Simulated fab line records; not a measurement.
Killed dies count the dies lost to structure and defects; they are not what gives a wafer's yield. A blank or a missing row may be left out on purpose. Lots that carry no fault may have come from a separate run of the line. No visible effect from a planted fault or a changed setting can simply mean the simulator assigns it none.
Matching of chambers | flow sky130 | SKY_FIELD_ISO_CMP_27 on cmp-01 has 4 sister chambers
The step polishes, stops on Si3N4, t overpolish 16 s, target thk 457.8 nm. 4 wafers are shown with their chamber, then 8 later ones without.

== WAFERS PAIRED WITH THEIR CHAMBERS ==
wafer  | chamber | motor current A (A)
L381.6 | 3       | 14.2
L388.1 | 1       | 10.7
L388.6 | 0       | 11.4
L389.1 | 2       | 12.3

== WAFERS MISSING THEIR CHAMBER ==
wafer  | motor current A (A)
L389.3 | 14.1
L389.5 | 13.4
L390.3 | 12.2
L390.5 | 12.3
L390.6 | 13.2
L397.1 | 11.7
L397.3 | 12.5
L397.6 | 11.7

== THE CHAMBER EACH PASSED THROUGH ==
wafer  | from the rows above          | in truth
L389.3 | 3                            | 3
L389.5 | can't be placed: 3 or 2      | 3
L390.3 | can't be placed: 2 or 0      | 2
L390.5 | can't be placed: 2 or 0      | 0
L390.6 | can't be placed: 2 or 3 or 0 | 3
L397.1 | can't be placed: 0 or 2 or 1 | 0
L397.3 | can't be placed: 2 or 0      | 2
L397.6 | can't be placed: 0 or 2 or 1 | 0
1 of 8 placed correctly. Cannot be placed on the basis of these rows: 7; the candidates contain the true chamber in 7. Wrongly placed: 0.
How it was worked out, from the rows above alone: a wafer's distance from a chamber is the root of the sum, over the readings, of the square of ((its reading less the chamber's mean) divided by the reading's scatter). If the next closest chamber is less than 2 further off than the closest, the wafer can't be placed; otherwise it belongs to the closest. The mean given for a chamber averages the wafers shown for that chamber. The scatter: with one shown wafer a chamber, the root of the mean of the squares of how far each hidden wafer lies from its nearest shown one.
